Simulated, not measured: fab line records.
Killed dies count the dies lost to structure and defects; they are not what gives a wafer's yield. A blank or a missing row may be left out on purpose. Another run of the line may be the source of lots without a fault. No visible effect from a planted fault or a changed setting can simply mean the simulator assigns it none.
fab line records	flow sky130
[record] lots = 6	wafers = 18	lastDay = 50
route steps=708 shown VIA4@652 METAL5@661 PAD_OPEN@708
lots with no fault: from the same line, run without faults
startH: hours from the record's first day to the start of the lot's first wafer shown	waitH: hours since the lot's step before	" same as the row above	L1.1+2: a row that stands for several wafers	- no value, or no start given	* or withheld: withheld	< > ~ a bound
route shown NAME@n: names a module that has steps shown in the file, with the first one's number in the route	usual: the fault-free wafers' mean and standard deviation	same: alike in all rows	chamber/n: place in a boat	sites: the reading at each site	_std_site: standard deviation of those values	_edge_site: mean of outer sites minus mean of inner sites	radiusMm: for every site, how far away it sits from the centre of the wafer	mask NAME#n: copy n	behind: the last tool/chamber to shape the wafer	hold: why the lot went on hold/how many hours it stayed there/how the hold came to an end	device: the transistor (n, p or np) that didn't switch	end of line: tests run on the same wafers once the route is complete	step lacking rows: just its recipe	killed: at the first sort, the dies lost to defects and structure; wafer yield is something else	map: per-die view of a wafer (x killed, . not killed, _ where there is no die)
set.NAME: the setting the step ran with; set.NAME@STEP: the setting that earlier step ran with	model.NAME: the simulator's own value behind a step, which no gauge read
a table for each step, a row for each wafer; lots at some steps of the route
services: the hour from which a tool's chamber was out of use, counted from the record's first day as startH (under 0 if before that day), plus the number of hours and why
[[steps]]
[step SKY_VIA4_STRIP_13]
[recipe] chemistry = O2/N2	powerW = 1400	pressureMtorr = 1500	platenTempC = withheld	o2FlowSccm = 3000	n2FlowSccm = 300	overashFraction = 0.5
[step SKY_VIA4_STRIP_14]
[recipe] chemistry = postEtchResidueRemover	timeS = 1200	tempC = 72.5
[step SKY_VIA4_CLEAN_15]
[recipe] chemistry = IPA	timeS = 180	tempC = 25
[step SKY_VIA4_CLEAN_16]
[recipe] chemistry = O3/DIW	dry = n2Spin
[step SKY_VIA4_SPUTTER_17]
[recipe] material = TiN	targetThkNm = 20	chamberPressurePa = 5	powerW = 4000	timeS = 80
[step SKY_VIA4_CVD_18]
[recipe] material = W	targetThkNm = 505	timeS = 152.14	tempC = 400	pressureTorr = 40
[usual] heaterPowerW = 914/65	susceptorTempC = 399.94/0.23
lot.wafer	tool	chamber	startH	waitH	heaterPowerW	susceptorTempC
L420.1	cvdW-01	1	1035.58	0.0	940	399.93
L420.2	"	0	"	"	937	399.84
L420.6	"	0	"	"	945	400.03
L427.2	cvdW-01	1	1076.13	0.0	969	399.57
L427.3	"	0	"	"	961	400.19
L427.4	"	1	"	"	976	400.13
L428.2	cvdW-02	1	1084.32	0.0	952	399.73
L428.5	"	0	"	"	816	399.96
L428.6	"	1	"	"	929	399.97
L436.1	cvdW-01	1	1134.67	0.0	982	399.95
L436.2	"	0	"	"	934	399.44
L436.4	"	0	"	"	950	399.58
L435.2	cvdW-01	0	1136.96	0.0	940	399.71
L435.4	"	0	"	"	954	400.11
L435.6	"	1	"	"	977	399.70
L438.1	cvdW-02	0	1138.90	0.0	822	399.64
L438.2	"	1	"	"	964	400.03
L438.6	"	0	"	"	826	399.86
[step SKY_VIA4_RS_MEAS_19]
[recipe] thkMeasGauge = four-point-probe	reads = W_of_VIA4_CVD_18+TiN_of_VIA4_SPUTTER_17
[usual] VIA4_W_RS = 0.2271/0.0025
lot.wafer	tool	chamber	startH	waitH	VIA4_W_RS[ohm/sq]
L420.1	filmMetro-04	-	1035.73	0.1	0.2261
L420.2	"	-	"	"	0.2272
L420.6	"	-	"	"	0.2281
L427.2	filmMetro-04	-	1076.31	0.1	0.2240
L427.3	"	-	"	"	0.2256
L427.4	"	-	"	"	0.2238
L428.2	filmMetro-01	-	1084.50	0.1	0.2288
L428.5	"	-	"	"	0.2282
L428.6	"	-	"	"	0.2292
L436.1	filmMetro-03	-	1134.82	0.1	0.2295
L436.2	"	-	"	"	0.2349
L436.4	"	-	"	"	0.2294
L435.2	filmMetro-04	-	1137.13	0.1	0.2326
L435.4	"	-	"	"	0.2309
L435.6	"	-	"	"	0.2286
L438.1	filmMetro-03	-	1139.06	0.1	0.2272
L438.2	"	-	"	"	0.2262
L438.6	"	-	"	"	0.2257
[step SKY_VIA4_THK_MEAS_20]
[recipe] thkMeasGauge = xrf	reads = W_of_VIA4_CVD_18
[usual] VIA4_W_THK = 499/7.1
lot.wafer	tool	chamber	startH	waitH	VIA4_W_THK[nm]
L420.1	filmMetro-04	-	1035.85	0.1	506
L420.2	"	-	"	"	503
L420.6	"	-	"	"	502
L427.2	filmMetro-04	-	1076.42	0.1	511
L427.3	"	-	"	"	505
L427.4	"	-	"	"	510
L428.2	filmMetro-01	-	1084.61	0.1	498
L428.5	"	-	"	"	498
L428.6	"	-	"	"	493
L436.1	filmMetro-03	-	1134.94	0.1	489
L436.2	"	-	"	"	476
L436.4	"	-	"	"	491
L435.2	filmMetro-04	-	1137.24	0.1	487
L435.4	"	-	"	"	495
L435.6	"	-	"	"	500
L438.1	filmMetro-03	-	1139.18	0.1	497
L438.2	"	-	"	"	496
L438.6	"	-	"	"	495
[step SKY_VIA4_CMP_21]
[recipe] stopOn = SiO2	tOverpolishS = 25	downForcePsi = 3.5	platenRpm = 60	targetThkNm = 0	padVelocityMS = 0.94248
[usual] motorCurrentA = 11.5/1.4	overpolishRunS = 25.000/0.008	slurryFilterDpKPa = 13.50/0.13	timeToEndpointS = 119/3.5
lot.wafer	tool	chamber	startH	waitH	motorCurrentA	overpolishRunS	slurryFilterDpKPa	timeToEndpointS
L420.1	cmp-01	0	1035.96	0.1	12.0	24.992	13.67	117
L420.2	"	2	"	"	12.1	25.007	13.38	120
L420.6	"	0	"	"	11.6	25.005	13.59	118
L427.3	cmp-02	2	1076.59	0.2	9.3	25.016	13.65	114
L427.4	"	0	"	"	12.7	25.006	13.52	113
L427.2	"	1	"	"	9.7	25.003	13.52	114
L428.2	cmp-01	1	1084.66	0.0	12.2	24.995	13.78	116
L428.6	"	1	"	"	12.4	25.001	13.63	119
L428.5	"	2	"	"	11.8	25.006	13.56	117
L436.2	cmp-01	2	1135.00	0.0	11.4	24.992	13.67	114
L436.4	"	0	"	"	11.8	25.005	13.57	114
L436.1	"	1	"	"	12.4	24.998	13.45	113
L435.4	cmp-01	0	1137.39	0.1	12.3	25.015	13.41	123
L435.2	"	1	"	"	11.7	24.999	13.55	115
L435.6	"	3	"	"	14.0	24.995	13.52	122
L438.1	cmp-01	0	1139.51	0.3	10.9	24.995	13.59	121
L438.2	"	2	"	"	11.3	24.999	13.57	117
L438.6	"	1	"	"	12.3	25.001	13.37	119
[step SKY_METAL5_SPUTTER_00]
[recipe] material = Ti	targetThkNm = 15	powerW = 3000	timeS = 10	chamberPressurePa = 0.4
[usual] cathodeDcPowerW = 3000.1/0.6	throttleValvePct = 30.0/1.5
lot.wafer	tool	chamber	startH	waitH	cathodeDcPowerW	throttleValvePct
L420.1	pvdSputter-03	-	1036.21	0.2	2999.5	32.5
L420.2	"	-	"	"	2999.4	29.6
L420.6	"	-	"	"	2999.7	32.7
L427.2	pvdSputter-04	-	1076.89	0.1	2999.3	32.6
L427.3	"	-	"	"	2999.9	30.5
L427.4	"	-	"	"	3001.1	32.4
L428.2	pvdSputter-01	-	1084.96	0.2	2998.9	29.0
L428.5	"	-	"	"	2999.5	31.2
L428.6	"	-	"	"	3000.2	28.0
L436.1	pvdSputter-03	-	1135.30	0.1	2999.9	29.6
L436.2	"	-	"	"	2999.9	32.6
L436.4	"	-	"	"	3001.1	31.1
L435.2	pvdSputter-04	-	1137.59	0.1	3000.1	32.5
L435.4	"	-	"	"	3000.8	31.4
L435.6	"	-	"	"	3000.3	32.6
L438.1	pvdSputter-03	-	1139.81	0.2	2999.6	31.0
L438.2	"	-	"	"	3000.7	32.7
L438.6	"	-	"	"	2999.6	30.9
[step SKY_METAL5_SPUTTER_01]
[recipe] material = TiN	targetThkNm = 20	powerW = 6500	timeS = 16.7	chamberPressurePa = 0.4
[step SKY_METAL5_SPUTTER_02]
[recipe] material = AlCu	targetThkNm = 1150	powerW = 10600	timeS = 61.2	chamberPressurePa = 0.4
[usual] cathodeDcPowerW = 10600/2.1	throttleValvePct = 30.0/1.5
lot.wafer	tool	chamber	startH	waitH	cathodeDcPowerW	throttleValvePct
L420.1	pvdSputter-03	-	1036.26	0.0	10599	32.1
L420.2	"	-	"	"	10601	29.6
L420.6	"	-	"	"	10599	32.4
L427.2	pvdSputter-04	-	1076.94	0.0	10601	32.5
L427.3	"	-	"	"	10600	30.3
L427.4	"	-	"	"	10598	32.2
L428.2	pvdSputter-01	-	1085.00	0.0	10601	28.8
L428.5	"	-	"	"	10597	31.3
L428.6	"	-	"	"	10602	28.3
L436.1	pvdSputter-03	-	1135.35	0.0	10597	29.8
L436.2	"	-	"	"	10601	32.6
L436.4	"	-	"	"	10601	31.0
L435.2	pvdSputter-04	-	1137.64	0.0	10594	32.3
L435.4	"	-	"	"	10603	31.7
L435.6	"	-	"	"	10603	32.5
L438.1	pvdSputter-03	-	1139.86	0.0	10599	31.0
L438.2	"	-	"	"	10600	32.5
L438.6	"	-	"	"	10598	30.8
[step SKY_METAL5_SPUTTER_03]
[recipe] material = Ti	targetThkNm = 5	powerW = 3000	timeS = 3.3	chamberPressurePa = 0.4
[usual] cathodeDcPowerW = 3000.1/0.55	throttleValvePct = 30.0/1.5
lot.wafer	tool	chamber	startH	waitH	cathodeDcPowerW	throttleValvePct	model.Ti_of_METAL5_SPUTTER_03.thkNm
L420.1	pvdSputter-03	-	1036.31	0.0	3000.5	32.6	4.938
L420.2	"	-	"	"	2999.5	29.6	4.978
L420.6	"	-	"	"	3000.4	32.8	4.884
L427.2	pvdSputter-04	-	1076.99	0.0	3001.0	32.1	4.79
L427.3	"	-	"	"	3000.3	30.3	5.004
L427.4	"	-	"	"	2999.7	32.1	4.798
L428.2	pvdSputter-01	-	1085.05	0.0	3000.3	29.1	4.835
L428.5	"	-	"	"	3000.4	31.2	4.795
L428.6	"	-	"	"	3000.4	28.3	4.866
L436.1	pvdSputter-03	-	1135.40	0.0	2999.8	29.7	4.954
L436.2	"	-	"	"	2999.1	32.6	4.937
L436.4	"	-	"	"	2643.5	30.8	4.455
L435.2	pvdSputter-04	-	1137.69	0.0	2999.0	32.4	4.9
L435.4	"	-	"	"	3000.9	31.8	5.084
L435.6	"	-	"	"	2999.6	32.6	4.952
L438.1	pvdSputter-03	-	1139.91	0.0	2642.6	30.8	4.477
L438.2	"	-	"	"	3000.5	32.3	5.01
L438.6	"	-	"	"	2643.7	31.1	4.516
[step SKY_METAL5_SPUTTER_04]
[recipe] material = TiN	targetThkNm = 70	powerW = 6500	timeS = 58.3	chamberPressurePa = 0.4
[usual] cathodeDcPowerW = 6499.9/1.2	throttleValvePct = 30.0/1.6
lot.wafer	tool	chamber	startH	waitH	cathodeDcPowerW	throttleValvePct
L420.1	pvdSputter-03	-	1036.32	0.0	6499.7	32.5
L420.2	"	-	"	"	6501.1	29.9
L420.6	"	-	"	"	6498.2	32.7
L427.2	pvdSputter-04	-	1077.01	0.0	6497.5	32.5
L427.3	"	-	"	"	6500.1	30.5
L427.4	"	-	"	"	6498.5	32.5
L428.2	pvdSputter-01	-	1085.07	0.0	6501.2	28.8
L428.5	"	-	"	"	6500.0	31.0
L428.6	"	-	"	"	6497.7	28.2
L436.1	pvdSputter-03	-	1135.42	0.0	6499.7	29.7
L436.2	"	-	"	"	6497.6	32.6
L436.4	"	-	"	"	6499.8	31.0
L435.2	pvdSputter-04	-	1137.71	0.0	6497.7	32.3
L435.4	"	-	"	"	6497.5	31.5
L435.6	"	-	"	"	6501.4	32.4
L438.1	pvdSputter-03	-	1139.93	0.0	6499.9	31.0
L438.2	"	-	"	"	6500.9	32.5
L438.6	"	-	"	"	6500.9	31.0
[step SKY_PAD_OPEN_PROBE_99]
[usual] defectLimitedYield = 82.6/1.8	killed_at_M0_to_M3 = 44/6.3	killed_at_M4_up = 2.8/1.7	killedAtContacts = 25/5.8	killedAtFrontEnd = 14/4.4	killedAtOther = 0.3/0.49	killedDies = 86/8.7	killedOpen = 48/5.8	killedShort = 38/6	sort_bin_3_pad_short = 0.8/0.39	sort_bin_5_function = 10.4/1.4	sort_bin_6_memory = 6.2/1.1	sortNPass = 406/8.7	sortYieldPct = 82.6/1.8
[same] grossDies = 492	killedAtBackSide = 0	sort_bin_4_leakage[%] = 0	sort_bin_8_speed[%] = 0
lot.wafer	tool	chamber	startH	waitH	defectLimitedYield[%]	killed_at_M0_to_M3	killed_at_M4_up	killedAtContacts	killedAtFrontEnd	killedAtOther	killedDies	killedOpen	killedShort	sort_bin_3_pad_short[%]	sort_bin_5_function[%]	sort_bin_6_memory[%]	sortNPass	sortYieldPct[%]
L435.2	prober-02	-	1192.82	0.1	83.7	34	2	25	18	1	80	46	34	0.8	9.6	5.9	412	83.7
L435.4	prober-02	-	1192.92	0.2	81.7	47	1	29	13	0	90	52	38	1.0	11.0	6.3	402	81.7
L435.6	prober-02	-	1193.02	0.2	79.7	42	5	37	15	1	100	53	47	1.2	10.2	8.9	392	79.7
// killed by level:class
L435.2 VIA3:geometricParticle:open=7 LI_CONTACT:geometricParticle:open=7 CONTACT:geometricParticle:open=7 FIELD_ISO:geometricParticle:short=5 VIA1:geometricParticle:open=5 METAL1:geometricParticle:short=5 VIA2:geometricParticle:open=5 SPACER:geometricParticle:open=4
L435.4 LI_CONTACT:geometricParticle:open=10 CONTACT:geometricParticle:open=10 VIA1:geometricParticle:open=8 VIA2:geometricParticle:open=8 METAL2:geometricParticle:short=7 VIA3:geometricParticle:open=7 VIA1:geometricParticle:short=6 FIELD_ISO:geometricParticle:short=4
L435.6 CONTACT:geometricParticle:open=15 CONTACT:geometricParticle:short=10 VIA1:geometricParticle:open=8 LI_CONTACT:geometricParticle:open=7 VIA3:geometricParticle:open=7 VIA1:geometricParticle:short=6 METAL2:geometricParticle:short=6 VIA2:geometricParticle:open=5
[[services]]
tool	chamber	startH	hours	kind
cmp-02	-	1039.62	4.8	pm
cmp-01	-	1041.08	0.5	repair
cvdW-01	-	1045.97	6.0	pm
pvdSputter-03	1	1050.81	-	consumableReplace:kit
pvdSputter-03	1	1050.81	18.0	scheduledDown
pvdSputter-03	1	1050.81	18.0	ventCycle
pvdSputter-01	-	1058.65	6.3	repair
cmp-01	-	1064.50	8.5	pm
pvdSputter-04	1	1064.80	-	consumableReplace:kit
pvdSputter-04	1	1064.80	18.0	scheduledDown
pvdSputter-04	1	1064.80	18.0	ventCycle
cvdW-01	1	1083.79	5.3	repair
cmp-02	-	1084.00	4.0	pm
cmp-02	-	1088.00	-	consumableReplace:conditioner
cmp-01	-	1096.29	3.4	repair
cmp-02	-	1097.45	2.8	repair
pvdSputter-01	3	1100.18	-	consumableReplace:kit
pvdSputter-01	3	1100.18	18.0	scheduledDown
pvdSputter-01	3	1100.18	18.0	ventCycle
pvdSputter-04	-	1105.32	18.1	repair
pvdSputter-04	-	1120.03	2.3	repair
pvdSputter-03	0	1138.21	-	consumableReplace:kit
pvdSputter-03	0	1138.21	18.0	scheduledDown
pvdSputter-03	0	1138.21	18.0	ventCycle
[[key]]
[firstSign] step = SKY_METAL5_SPUTTER_03	reading = cathodeDcPowerW	direction = down	sigmas = 99+	usual = 3000.1	struck = 2643.3
effect none on later readings
[modelEffect] step = SKY_METAL5_SPUTTER_03	value = Ti_of_METAL5_SPUTTER_03.thkNm	without = 5.077	struck = 4.483
metAt SKY_METAL5_SPUTTER_03
struckWafers L436.4,L438.1,L438.6
[fault] kind = processParameterDrift	tool = pvdSputter-03	chamber = -	onsetH = 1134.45	steps = SKY_METAL5_SPUTTER_03	channel = powerW	offset = *	shape = step	endH = 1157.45	actsIn = *	stated = *	scope = struckWafersOnly
